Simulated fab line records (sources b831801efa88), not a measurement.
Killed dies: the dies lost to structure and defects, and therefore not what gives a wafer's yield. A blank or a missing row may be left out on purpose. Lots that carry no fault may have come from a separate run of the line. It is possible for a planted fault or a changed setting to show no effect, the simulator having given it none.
The tool behind it: which one? ; flow sky130 ; 14 lots, 42 wafers sampled, at 5 steps of a route of 708

## WHAT THE GAUGES READ, wafer by wafer
SKY_SONOS_ONO_OVL_MEAS_14.
lot;measured;on;SONOS_ONO_OVL (nm)
L860;day 12 18:37;overlay-02;-0.2 0.1 -0.6
L864;day 13 18:44;overlay-01;-2.2 2.1 -2.6
L867;day 15 06:28;overlay-02;0.0 0.2 -0.4
L868;day 15 11:35;overlay-02;-0.4 1.5 1.4
L873;day 17 00:49;overlay-02;-1.2 -1.4 -2.1
L874;day 17 12:05;overlay-01;-0.1 4.2 2.0
L875;day 17 23:40;overlay-02;-1.1 -0.3 -1.4
L876;day 18 07:59;overlay-01;-0.7 0.3 0.1
L878;day 18 23:32;overlay-01;-1.4 0.4 -1.5
L879;day 19 02:26;overlay-02;-1.1 0.7 1.1
L880;day 19 10:00;overlay-01;-0.4 0.1 0.7
L881;day 19 21:29;overlay-01;0.2 -0.7 1.1
L882;day 20 01:22;overlay-01;-0.5 0.8 -0.4
L883;day 20 15:47;overlay-01;-0.8 -1.1 0.9

SKY_GATE_OXIDE_OVL_MEAS_10.
lot;measured;on;GATE_OXIDE_OVL (nm)
L860;day 13 23:21;overlay-01;-0.1 -0.6 0.5
L864;day 14 22:32;overlay-02;0.4 0.2 -1.8
L867;day 16 13:54;overlay-01;1.6 1.3 2.5
L868;day 16 17:23;overlay-01;1.5 2.7 3.3
L873;day 18 08:44;overlay-01;0.8 1.0 1.7
L874;day 18 21:43;overlay-01;-2.0 -1.4 -0.2
L875;day 19 08:13;overlay-02;-0.4 -1.2 0.6
L876;day 19 17:07;overlay-02;-1.0 -1.1 -2.3
L878;day 20 09:48;overlay-01;-1.6 -0.6 -1.5
L879;day 20 11:01;overlay-02;0.9 0.6 0.6
L880;day 20 18:49;overlay-02;-1.8 -0.1 -2.1
L881;day 21 05:37;overlay-01;0.6 1.8 0.4
L882;day 21 10:15;overlay-01;0.5 -1.1 -2.6
L883;day 21 23:56;overlay-01;0.1 0.5 0.9

SKY_LDD_HVP_TW_MEAS_10.
lot;measured;on;LDD_HVP_TW
L860;day 21 20:05;film-metro-04;464 463 463
L864;day 22 19:52;film-metro-04;462 462 461
L867;day 24 12:49;film-metro-04;404 406 405
L868;day 24 16:43;film-metro-01;398 399 398
L873;day 26 10:28;film-metro-01;461 460 456
L874;day 26 20:13;film-metro-03;453 457 451
L875;day 27 05:42;film-metro-04;463 463 465
L876;day 27 14:58;film-metro-01;459 462 458
L878;day 28 04:58;film-metro-04;462 465 459
L879;day 28 07:09;film-metro-04;464 462 462
L880;day 28 14:23;film-metro-03;457 457 454
L881;day 29 02:20;film-metro-01;461 461 460
L882;day 29 05:56;film-metro-03;456 454 456
L883;day 29 18:09;film-metro-01;459 457 458

SKY_LDD_LDN_OVL_MEAS_07.
lot;measured;on;LDD_LDN_OVL (nm)
L860;day 23 02:34;overlay-01;1.0 0.4 1.5
L864;day 24 01:52;overlay-02;-1.7 0.0 0.3
L867;day 25 18:10;overlay-02;1.6 2.4 2.0
L868;day 25 21:37;overlay-01;2.9 2.2 3.5
L873;day 27 15:22;overlay-01;2.7 3.3 3.4
L874;day 28 00:46;overlay-01;3.2 1.0 0.9
L875;day 28 10:24;overlay-01;0.7 -0.1 2.4
L876;day 28 19:54;overlay-02;0.2 -0.2 0.1
L878;day 29 09:27;overlay-02;2.5 2.7 0.6
L879;day 29 11:24;overlay-01;1.4 0.6 0.1
L880;day 29 18:34;overlay-01;2.6 2.1 2.6
L881;day 30 06:54;overlay-01;0.8 2.5 0.2
L882;day 30 10:40;overlay-01;2.3 1.6 0.9
L883;day 30 22:34;overlay-01;1.9 1.7 1.0

## WHICH TOOL RAN EACH LOT (tool, then ch and the chambers of the sampled wafers, then the start)
lot;SKY_LDD_HVP_IMPLANT_08
L860;implanter-02 ch 0, day 21 19:50
L864;implanter-02 ch 0, day 22 19:38
L867;implanter-02 ch 0, day 24 12:34
L868;implanter-02 ch 0, day 24 16:29
L873;implanter-03 ch 0, day 26 10:14
L874;implanter-03 ch 0, day 26 19:59
L875;implanter-04 ch 0, day 27 05:27
L876;implanter-02 ch 0, day 27 14:44
L878;implanter-03 ch 0, day 28 04:44
L879;implanter-02 ch 0, day 28 06:54
L880;implanter-04 ch 0, day 28 14:10
L881;implanter-02 ch 0, day 29 02:05
L882;implanter-02 ch 0, day 29 05:41
L883;implanter-03 ch 0, day 29 17:55
- SKY_LDD_HVP_IMPLANT_08

## AS READ BY THE TOOLS THEMSELVES (means over the sampled wafers that have a number; for cases with no such wafer, the mark the record gives instead)
SKY_LDD_HVP_IMPLANT_08.
lot;tool;beam-energy-keV;dose-ions-cm2;faraday-current-uA
L860;implanter-02;20.004;1.7020e+13;94.5
L864;implanter-02;19.996;1.7020e+13;96.2
L867;implanter-02;19.992;1.0836e+13;60.8
L868;implanter-02;19.999;1.0830e+13;60.7
L873;implanter-03;19.993;1.7026e+13;95.4
L874;implanter-03;20.004;1.7017e+13;95.7
L875;implanter-04;20.002;1.6987e+13;96.4
L876;implanter-02;19.994;1.6983e+13;94.6
L878;implanter-03;19.994;1.7007e+13;96.2
L879;implanter-02;20.007;1.7004e+13;97.5
L880;implanter-04;19.994;1.7008e+13;94.5
L881;implanter-02;19.993;1.6998e+13;97.2
L882;implanter-02;20.000;1.7012e+13;95.6
L883;implanter-03;19.999;1.6982e+13;94.6

## THE ANSWER, worked out from the rows above alone
Rule: usual is defined by the lots themselves. The widest of any qualifying gaps counts: lots, ordered by their means at a reading, are off when they make up no more than a third of the lots, leave a main group of 4 or more, and stand apart from it by 3 or more times the standard deviation of that group's means. Not used: any main group whose means are identical at the precision the tables above print for the reading. Also off: a lot with no number at a reading for which 4 or more lots have one. Any other lot the step has rows for is counted as sound. First the gauges in route order, then the tools' own readings, where a lot's mean is used as printed above. At the first step where some lot is off, the reading lying furthest off is the one used; lots without a number count as furthest.
Off: at SKY_LDD_HVP_TW_MEAS_10 (LDD_HVP_TW), L867, L868. Mean 460 and standard deviation 3.2 in the main group.
A tool fits if, at a process step before that reading, it ran every lot that is off, and no sound lot after the first of them. Not tried: the gauges at SKY_LDD_HVP_TW_MEAS_10; whatever is off there is also off at SKY_LDD_HVP_IMPLANT_08, on other tools, and gauge error can't account for it. None of those tried fits.

## WHAT THE SIMULATOR PUT IN
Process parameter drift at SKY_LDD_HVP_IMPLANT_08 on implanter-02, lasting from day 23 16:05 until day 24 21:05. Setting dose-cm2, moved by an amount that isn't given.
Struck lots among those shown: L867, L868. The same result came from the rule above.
